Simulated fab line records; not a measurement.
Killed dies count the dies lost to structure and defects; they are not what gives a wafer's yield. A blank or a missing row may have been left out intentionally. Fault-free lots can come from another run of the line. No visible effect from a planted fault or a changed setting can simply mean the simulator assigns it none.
Which of the tools did it? + flow gf180mcu + 39 wafers from 13 lots sampled at 5 of the route's 602 steps

== WHAT EACH GAUGE READ, for each wafer ==
GF_VT_IMPLANT_TW_MEAS_32.
| lot  | measured     | on            | VT_IMPLANT_3_TW   |
|------|--------------|---------------|-------------------|
| L521 | day 8 04:23  | film metro-01 | 271.9 272.7 270.8 |
| L522 | day 8 04:40  | film metro-02 | 270.4 270.8 273.0 |
| L524 | day 8 18:17  | film metro-04 | 268.2 268.7 268.0 |
| L527 | day 9 04:41  | film metro-01 | 270.4 271.0 270.0 |
| L526 | day 9 07:02  | film metro-04 | 267.5 266.9 266.9 |
| L529 | day 9 15:28  | film metro-04 | 268.1 267.6 268.0 |
| L530 | day 9 21:17  | film metro-04 | 268.2 268.8 267.4 |
| L532 | day 10 09:59 | film metro-04 | 267.3 267.9 267.0 |
| L536 | day 11 08:50 | film metro-04 | 270.0 266.7 269.8 |
| L538 | day 11 21:29 | film metro-01 | 272.5 272.9 270.7 |
| L539 | day 12 04:44 | film metro-02 | 269.6 270.8 270.5 |
| L541 | day 12 15:44 | film metro-02 | 272.5 270.8 269.5 |
| L542 | day 12 22:07 | film metro-02 | 270.4 269.4 272.1 |

GF_V1_THK_MEAS_01.
| lot  | measured     | on            | V1_CVD_00_THK (nm) |
|------|--------------|---------------|--------------------|
| L521 | day 18 16:20 | film metro-03 | 606 599 592        |
| L522 | day 18 16:47 | film metro-03 | 612 604 608        |
| L524 | day 19 14:31 | film metro-03 | 611 611 613        |
| L527 | day 20 05:44 | film metro-03 | 608 607 609        |
| L526 | day 20 14:34 | film metro-01 | 593 601 601        |
| L529 | day 20 23:22 | film metro-03 | 602 609 602        |
| L530 | day 21 05:30 | film metro-04 | 610 613 608        |
| L532 | day 22 00:52 | film metro-01 | 602 602 600        |
| L536 | day 23 07:55 | film metro-04 | 621 616 617        |
| L538 | day 23 19:05 | film metro-01 | 599 607 612        |
| L539 | day 24 07:07 | film metro-04 | 604 592 604        |
| L541 | day 24 17:56 | film metro-04 | 599 609 614        |
| L542 | day 24 23:24 | film metro-03 | 583 600 593        |

== TOOL THAT RAN EACH LOT (tool first, then ch and the chambers of the sampled wafers, then the start) ==
| lot  | GF_HV_LDD_COAT_41                 | GF_HV_LDD_STRIP_49                   | GF_SALICIDE_SPUTTER_02       |
|------|-----------------------------------|--------------------------------------|------------------------------|
| L521 | litho track-03 ch 0, day 13 08:14 | plasma asher-02 ch 0,1, day 13 18:02 | pvd sputter-04, day 16 14:19 |
| L522 | litho track-02 ch 0, day 13 09:35 | plasma asher-02 ch 0,1, day 13 19:15 | pvd sputter-04, day 16 15:02 |
| L524 | litho track-01 ch 0, day 14 01:55 | plasma asher-04 ch 0,1, day 14 12:38 | pvd sputter-04, day 17 09:54 |
| L527 | litho track-01 ch 0, day 14 13:44 | plasma asher-02 ch 0, day 15 00:20   | pvd sputter-04, day 18 01:08 |
| L526 | litho track-01 ch 0, day 14 18:23 | plasma asher-01 ch 0,1, day 15 05:56 | pvd sputter-01, day 18 09:56 |
| L529 | litho track-01 ch 0, day 15 04:08 | plasma asher-01 ch 0,1, day 15 15:39 | pvd sputter-01, day 18 18:58 |
| L530 | litho track-03 ch 0, day 15 12:01 | plasma asher-04 ch 0,1, day 15 23:20 | pvd sputter-04, day 19 01:53 |
| L532 | litho track-02 ch 0, day 16 06:13 | plasma asher-01 ch 0, day 16 17:02   | pvd sputter-01, day 19 20:59 |
| L536 | litho track-01 ch 0, day 17 13:47 | plasma asher-02 ch 0,1, day 18 01:37 | pvd sputter-04, day 21 06:13 |
| L538 | litho track-01 ch 0, day 18 01:35 | plasma asher-01 ch 0,1, day 18 13:59 | pvd sputter-02, day 21 18:20 |
| L539 | litho track-02 ch 0, day 18 13:16 | plasma asher-04 ch 0,1, day 19 02:05 | pvd sputter-04, day 22 06:11 |
| L541 | litho track-02 ch 0, day 19 01:13 | plasma asher-04 ch 0,1, day 19 14:14 | pvd sputter-04, day 22 17:08 |
| L542 | litho track-01 ch 0, day 19 07:01 | plasma asher-01 ch 0,1, day 19 19:23 | pvd sputter-04, day 22 23:21 |
- GF_HV_LDD_COAT_41: resist thk 1000 nm.
- GF_HV_LDD_STRIP_49: strips in O2/N2.
- GF_SALICIDE_SPUTTER_02: material Co, target thk 10 nm, time 20 s.

== AS READ BY THE TOOLS THEMSELVES (means over the sampled wafers that have a number; for cases with no such wafer, the mark the record gives instead) ==
GF_HV_LDD_COAT_41.
| lot  | tool           | spin speed rpm (rpm) |
|------|----------------|----------------------|
| L521 | litho track-03 | 3003.0               |
| L522 | litho track-02 | 2999.3               |
| L524 | litho track-01 | 2999.9               |
| L527 | litho track-01 | 2999.2               |
| L526 | litho track-01 | 3000.3               |
| L529 | litho track-01 | 2997.8               |
| L530 | litho track-03 | 2998.9               |
| L532 | litho track-02 | 2999.5               |
| L536 | litho track-01 | 3000.4               |
| L538 | litho track-01 | 2998.4               |
| L539 | litho track-02 | 3339.0               |
| L541 | litho track-02 | 3340.6               |
| L542 | litho track-01 | 2999.4               |

GF_HV_LDD_STRIP_49.
| lot  | tool            | drypump motor current A (A) | heater power w (W) | n2 flow sccm (sccm) | o2 flow sccm (sccm) | oes product au (a.u.) | strip time to endpoint s (s) |
|------|-----------------|-----------------------------|--------------------|---------------------|---------------------|-----------------------|------------------------------|
| L521 | plasma asher-02 | 5.4                         | 308                | 300.3               | 2994                | 0.711                 | 12.64                        |
| L522 | plasma asher-02 | 5.4                         | 312                | 300.3               | 3004                | 0.712                 | 12.58                        |
| L524 | plasma asher-04 | 5.7                         | 368                | 299.3               | 3000                | 0.716                 | 12.67                        |
| L527 | plasma asher-02 | 5.5                         | 298                | 300.3               | 2993                | 0.712                 | 12.65                        |
| L526 | plasma asher-01 | 5.5                         | 312                | 301.1               | 2999                | 0.713                 | 12.67                        |
| L529 | plasma asher-01 | 5.5                         | 314                | 299.7               | 2999                | 0.714                 | 12.65                        |
| L530 | plasma asher-04 | 5.9                         | 339                | 299.8               | 3003                | 0.714                 | 12.68                        |
| L532 | plasma asher-01 | 5.4                         | 315                | 299.7               | 2992                | 0.710                 | 12.63                        |
| L536 | plasma asher-02 | 5.4                         | 320                | 299.5               | 2996                | 0.720                 | 12.66                        |
| L538 | plasma asher-01 | 5.5                         | 314                | 300.2               | 2998                | 0.718                 | 12.64                        |
| L539 | plasma asher-04 | 5.7                         | 368                | 299.4               | 2995                | 0.721                 | 12.00                        |
| L541 | plasma asher-04 | 5.7                         | 374                | 301.4               | 3003                | 0.719                 | 11.97                        |
| L542 | plasma asher-01 | 5.5                         | 311                | 301.1               | 2996                | 0.720                 | 12.64                        |

GF_SALICIDE_SPUTTER_02.
| lot  | tool           | throttle valve pct (%) |
|------|----------------|------------------------|
| L521 | pvd sputter-04 | 30.7                   |
| L522 | pvd sputter-04 | 30.4                   |
| L524 | pvd sputter-04 | 30.8                   |
| L527 | pvd sputter-04 | 30.9                   |
| L526 | pvd sputter-01 | 30.0                   |
| L529 | pvd sputter-01 | 29.1                   |
| L530 | pvd sputter-04 | 30.6                   |
| L532 | pvd sputter-01 | 30.4                   |
| L536 | pvd sputter-04 | 30.3                   |
| L538 | pvd sputter-02 | 29.6                   |
| L539 | pvd sputter-04 | 30.5                   |
| L541 | pvd sputter-04 | 30.8                   |
| L542 | pvd sputter-04 | 30.5                   |

== THE ANSWER, worked out from the rows above alone ==
Rule: what is usual is taken from the lots themselves. The widest of any qualifying gaps counts: lots, ordered by their means at a reading, are off when they make up no more than a third of the lots, leave a main group of 4 or more, and stand apart from it by 3 or more times the standard deviation of that group's means. The tables above print the reading to a certain number of digits; a main group whose means all agree to those digits is not used. A lot without any number at a reading at which 4 lots or more have one is off too. Where the step has rows for the other lots, those lots are counted as sound. The gauges are gone through in route order, then the tools' own readings, and for those a lot's mean is taken as printed above. The first step at which some lot is off is used, and at that step the reading that is off furthest; a lot without a number counts as furthest.
Off: L539, L541 (GF_HV_LDD_COAT_41, spin speed rpm). The main group has a mean of 2999.6 rpm with a standard deviation of 1.3.
If a tool, at that step or one of the process steps before it, ran each lot that is off and ran no sound lot following the first of them, it fits. One candidate fits, namely litho track-02 at GF_HV_LDD_COAT_41. Its last sound lot is L532 (day 16 06:13), its first lot that is off L539 (day 18 13:16): a fault that began between those two fits.
The tool's own readings at GF_HV_LDD_COAT_41 bear it out: on the lots that are off they differ by more than 5 times the standard deviation of the sound lots' means. spin speed rpm reads 3339.8 rpm there against 2999.6 rpm on the sound lots.

== WHAT THE SIMULATOR HAD INSERTED ==
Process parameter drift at GF_HV_LDD_COAT_41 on litho track-02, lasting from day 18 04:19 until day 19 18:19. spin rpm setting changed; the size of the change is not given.
Shown lots that were struck: L539, L541. The same result came from the rule above.
